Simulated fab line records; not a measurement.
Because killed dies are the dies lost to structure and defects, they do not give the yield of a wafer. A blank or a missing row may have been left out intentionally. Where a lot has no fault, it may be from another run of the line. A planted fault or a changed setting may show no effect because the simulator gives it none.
Chamber matching / flow gf180mcu / 4 sister chambers for GF_V4_ETCH_16 on rie diel-04
The step etches BARC in N2/H2. 7 wafers are shown with their chamber, then 7 later ones without.

WAFERS WITH THEIR CHAMBER
wafer=L596.4; chamber=0; throttle valve pct (%)=13.241; oes product au (a.u.)=0.851
wafer=L598.4; chamber=3; throttle valve pct (%)=13.217; oes product au (a.u.)=0.843
wafer=L600.1; chamber=1; throttle valve pct (%)=13.236; oes product au (a.u.)=0.860
wafer=L601.2; chamber=1; throttle valve pct (%)=13.231; oes product au (a.u.)=0.856
wafer=L601.6; chamber=2; throttle valve pct (%)=13.225; oes product au (a.u.)=0.853
wafer=L603.1; chamber=3; throttle valve pct (%)=13.225; oes product au (a.u.)=0.848
wafer=L603.4; chamber=2; throttle valve pct (%)=13.215; oes product au (a.u.)=0.847

WAFERS WITH NO CHAMBER GIVEN
wafer=L603.5; throttle valve pct (%)=13.223; oes product au (a.u.)=0.853
wafer=L605.1; throttle valve pct (%)=13.228; oes product au (a.u.)=0.854
wafer=L605.3; throttle valve pct (%)=13.233; oes product au (a.u.)=0.860
wafer=L605.4; throttle valve pct (%)=13.230; oes product au (a.u.)=0.849
wafer=L615.2; throttle valve pct (%)=13.225; oes product au (a.u.)=0.861
wafer=L615.3; throttle valve pct (%)=13.225; oes product au (a.u.)=0.859
wafer=L615.4; throttle valve pct (%)=13.229; oes product au (a.u.)=0.850

EACH ONE'S CHAMBER
wafer=L603.5; from the rows above=can't be placed: 2 or 3 or 1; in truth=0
wafer=L605.1; from the rows above=can't be placed: 1 or 2 or 0 or 3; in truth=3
wafer=L605.3; from the rows above=1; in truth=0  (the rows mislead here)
wafer=L605.4; from the rows above=can't be placed: 2 or 3 or 0 or 1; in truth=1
wafer=L615.2; from the rows above=can't be placed: 1 or 2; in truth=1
wafer=L615.3; from the rows above=can't be placed: 1 or 2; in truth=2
wafer=L615.4; from the rows above=can't be placed: 2 or 3 or 0 or 1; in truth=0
0 of 7 placed correctly. Cannot be placed on the basis of these rows: 6; the candidates contain the true chamber in 5. Number placed wrongly: 1.
How it was worked out, from the rows above alone: a wafer's distance from a chamber is the root of the sum, over the readings, of the square of ((its reading less the chamber's mean) divided by the reading's scatter). If the next closest chamber is less than 2 further off than the closest, the wafer can't be placed; otherwise it belongs to the closest. Each chamber's mean is taken over the wafers shown for it. The scatter: the root of (the sum of the squares of (reading less its chamber's mean) over the shown wafers, divided by (wafers less chambers)).
